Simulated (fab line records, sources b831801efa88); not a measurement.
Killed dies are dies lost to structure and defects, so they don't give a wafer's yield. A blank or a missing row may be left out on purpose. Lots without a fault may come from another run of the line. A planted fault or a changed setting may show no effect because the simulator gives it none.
Which tool did it? | flow sky130 | 10 lots, 30 wafers sampled, at 7 steps of a route of 708

WHAT THE GAUGES READ, wafer by wafer
SKY_NWELL_THK_MEAS_02.
lot  | measured    | on            | NWELL_OXIDATION_THK (nm)
L280 | day 2 14:27 | film_metro-04 | 9.87 9.95 9.84
L282 | day 2 20:26 | film_metro-03 | 10.04 10.06 9.93
L284 | day 3 10:13 | film_metro-02 | 9.90 10.10 10.09
L286 | day 3 17:19 | film_metro-04 | 10.07 10.18 9.99
L287 | day 3 23:09 | film_metro-04 | 10.28 10.17 10.20
L296 | day 6 00:07 | film_metro-04 | 10.17 10.23 10.08
L298 | day 6 13:09 | film_metro-03 | 9.84 9.62 9.95
L299 | day 6 15:37 | film_metro-03 | 9.93 10.17 9.97
L300 | day 6 22:59 | film_metro-04 | 9.93 9.75 9.87
L303 | day 7 14:04 | film_metro-02 | 9.76 9.85 9.87

SKY_VT_ADJUST_NCORE_CD_MEAS_07: target cd 380 nm.
lot  | measured     | on        | cd_nm (nm)
L280 | day 8 17:28  | cd_sem-02 | 381.2 376.5 379.1
L282 | day 9 01:33  | cd_sem-01 | 381.0 381.4 378.7
L284 | day 9 19:33  | cd_sem-02 | 379.0 377.7 375.8
L286 | day 10 05:08 | cd_sem-01 | - - -
L287 | day 10 14:15 | cd_sem-01 | - - -
L296 | day 13 05:31 | cd_sem-01 | 379.6 377.3 378.7
L298 | day 14 01:31 | cd_sem-02 | 381.3 380.8 377.7
L299 | day 14 05:18 | cd_sem-02 | 377.7 380.9 381.3
L300 | day 14 16:03 | cd_sem-02 | 383.2 382.8 380.9
L303 | day 15 10:39 | cd_sem-02 | 377.9 380.6 382.1

SKY_VT_ADJUST_HVTR_TW_MEAS_11.
lot  | measured     | on            | VT_ADJUST_HVTR_TW
L280 | day 9 15:41  | film_metro-04 | 210.2 210.0 210.9
L282 | day 10 00:23 | film_metro-03 | 210.1 209.7 210.6
L284 | day 10 18:44 | film_metro-02 | 210.1 210.6 210.3
L286 | day 11 03:47 | film_metro-03 | 262.4 261.4 261.2
L287 | day 11 14:04 | film_metro-04 | 261.1 261.6 261.9
L296 | day 14 08:45 | film_metro-04 | 209.8 210.2 211.9
L298 | day 15 04:35 | film_metro-04 | 211.1 211.6 211.0
L299 | day 15 08:38 | film_metro-04 | 211.0 212.3 212.3
L300 | day 15 19:48 | film_metro-04 | 210.2 211.3 210.7
L303 | day 16 15:19 | film_metro-03 | 206.4 207.4 206.2

SKY_VT_ADJUST_PCH_TW_MEAS_10.
lot  | measured     | on            | VT_ADJUST_PCH_TW
L280 | day 10 14:01 | film_metro-04 | 142.5 142.3 141.9
L282 | day 10 23:48 | film_metro-04 | 141.6 142.7 142.0
L284 | day 11 17:36 | film_metro-01 | 144.4 143.9 144.4
L286 | day 12 03:45 | film_metro-04 | 230.6 229.3 229.1
L287 | day 12 14:52 | film_metro-04 | 230.5 229.5 230.3
L296 | day 15 11:43 | film_metro-04 | 142.7 143.7 143.4
L298 | day 16 08:10 | film_metro-04 | 141.8 143.0 142.2
L299 | day 16 12:34 | film_metro-01 | 144.3 144.2 145.3
L300 | day 16 23:22 | film_metro-03 | 140.6 140.2 139.9
L303 | day 17 20:27 | film_metro-04 | 142.0 141.6 141.9

WHICH TOOL RAN EACH LOT (tool, then ch and the chambers of the sampled wafers, then the start)
lot  | SKY_NWELL_RTA_28                 | SKY_VT_ADJUST_LVTN_STRIP_20          | SKY_VT_ADJUST_NCORE_COAT_02
L280 | rtp_anneal-01 ch 0, day 5 11:04  | plasma_asher-02 ch 0,1, day 7 20:53  | litho_track-04 ch 0, day 8 06:51
L282 | rtp_anneal-01 ch 0, day 5 17:11  | plasma_asher-02 ch 0,1, day 8 05:16  | litho_track-04 ch 0, day 8 15:29
L284 | rtp_anneal-02 ch 0, day 6 09:03  | plasma_asher-02 ch 0,1, day 8 21:13  | litho_track-03 ch 0, day 9 08:01
L286 | rtp_anneal-02 ch 0, day 6 17:02  | plasma_asher-02 ch 0, day 9 06:39    | litho_track-03, day 9 17:31
L287 | rtp_anneal-02 ch 0, day 6 23:35  | plasma_asher-03 ch 0,1, day 9 15:45  | litho_track-03, day 10 02:23
L296 | rtp_anneal-02 ch 0, day 9 08:17  | plasma_asher-03 ch 0,1, day 12 04:49 | litho_track-04 ch 0, day 12 16:51
L298 | rtp_anneal-01 ch 0, day 10 00:59 | plasma_asher-04 ch 0,1, day 12 23:57 | litho_track-03 ch 0, day 13 12:37
L299 | rtp_anneal-02 ch 0, day 10 04:40 | plasma_asher-02 ch 0, day 13 03:55   | litho_track-02 ch 0, day 13 16:41
L300 | rtp_anneal-01 ch 0, day 10 12:50 | plasma_asher-02 ch 0,1, day 13 14:00 | litho_track-03 ch 0, day 14 02:29
L303 | rtp_anneal-02 ch 0, day 11 04:57 | plasma_asher-02 ch 0, day 14 08:04   | litho_track-03 ch 0, day 14 21:17
- SKY_NWELL_RTA_28: time 30 s.
- SKY_VT_ADJUST_LVTN_STRIP_20: strips in O2/N2.
- SKY_VT_ADJUST_NCORE_COAT_02: resist thk 1140 nm.

WHAT THE TOOLS THEMSELVES READ (means of the sampled wafers that have a number; where no wafer has one, the mark that the record gives instead)
SKY_NWELL_RTA_28.
lot  | tool          | chamber_o2_ppm | lamp_power_pct (%) | ramp_down_c_per_s | wafer_temp_C_max
L280 | rtp_anneal-01 | 2.010          | 25.30              | 90.003            | 1055.0
L282 | rtp_anneal-01 | 1.999          | 25.32              | 90.013            | 1054.9
L284 | rtp_anneal-02 | 1.984          | 25.25              | 89.997            | 1055.0
L286 | rtp_anneal-02 | 1.993          | 25.29              | 90.000            | 1054.5
L287 | rtp_anneal-02 | 2.001          | 25.28              | 90.002            | 1054.4
L296 | rtp_anneal-02 | 2.011          | 25.31              | 89.992            | 1054.0
L298 | rtp_anneal-01 | 2.004          | 25.37              | 89.991            | 1056.8
L299 | rtp_anneal-02 | 2.001          | 25.30              | 90.007            | 1053.8
L300 | rtp_anneal-01 | 1.984          | 25.33              | 89.983            | 1054.4
L303 | rtp_anneal-02 | 2.012          | 25.29              | 90.000            | 1054.7

SKY_VT_ADJUST_LVTN_STRIP_20.
lot  | tool            | drypump_motor_current_A (A) | oes_product_au (a.u.) | strip_time_to_endpoint_s (s)
L280 | plasma_asher-02 | 5.35                        | 0.712                 | 14.17
L282 | plasma_asher-02 | 5.34                        | 0.713                 | 14.20
L284 | plasma_asher-02 | 5.38                        | 0.716                 | 14.18
L286 | plasma_asher-02 | 5.30                        | 0.717                 | 14.18
L287 | plasma_asher-03 | 5.67                        | 0.714                 | 14.21
L296 | plasma_asher-03 | 5.47                        | 0.718                 | 14.20
L298 | plasma_asher-04 | 5.82                        | 0.716                 | 14.14
L299 | plasma_asher-02 | 5.31                        | 0.712                 | 14.17
L300 | plasma_asher-02 | 5.38                        | 0.717                 | 14.18
L303 | plasma_asher-02 | 5.31                        | 0.718                 | 14.21

SKY_VT_ADJUST_NCORE_COAT_02.
lot  | tool           | chill_plate_temp_C (C) | dispense_pressure_kPa (kPa) | spin_speed_rpm (rpm)
L280 | litho_track-04 | 22.90                  | 49.6                        | 2999.8
L282 | litho_track-04 | 23.11                  | 49.6                        | 3000.2
L284 | litho_track-03 | 22.94                  | 49.9                        | 2997.2
L286 | litho_track-03 | -                      | -                           | -
L287 | litho_track-03 | -                      | -                           | -
L296 | litho_track-04 | 23.04                  | 49.6                        | 2998.5
L298 | litho_track-03 | 23.06                  | 49.9                        | 2998.8
L299 | litho_track-02 | 23.01                  | 54.9                        | 3003.0
L300 | litho_track-03 | 22.93                  | 49.9                        | 2999.6
L303 | litho_track-03 | 23.03                  | 49.9                        | 3001.7

THE ANSWER, worked out from the rows above alone
Rule: what is usual is taken from the lots themselves. Put in order of their means at a reading, lots are off if they are a third of the lots or fewer, leave a main group of 4 or more, and stand apart from it by a gap of 3 or more times the standard deviation of the main group's means; of several such gaps the widest counts. A main group whose means are all the same, to the digits that the tables above print for the reading, isn't used. A lot without any number at a reading at which 4 lots or more have one is off too. The other lots that the step has rows for count as sound. The gauges are gone through in route order, then the tools' own readings, and for those a lot's mean is taken as printed above. The first step at which some lot is off is used, and at that step the reading that is off furthest; a lot without a number counts as furthest.
Off: L286, L287, at SKY_VT_ADJUST_NCORE_CD_MEAS_07 (cd_nm). Without a number there: L286, L287. The main group: mean 379.7 nm, standard deviation 1.3.
A tool fits if, at a process step before that reading, it ran every lot that is off, and no sound lot after the first of them. The gauges at SKY_VT_ADJUST_NCORE_CD_MEAS_07 aren't tried: what is off there is off at SKY_VT_ADJUST_HVTR_TW_MEAS_11 too, on other tools, and a gauge's error can't cause that. None of those tried fits.

WHAT THE SIMULATOR HAD PUT IN
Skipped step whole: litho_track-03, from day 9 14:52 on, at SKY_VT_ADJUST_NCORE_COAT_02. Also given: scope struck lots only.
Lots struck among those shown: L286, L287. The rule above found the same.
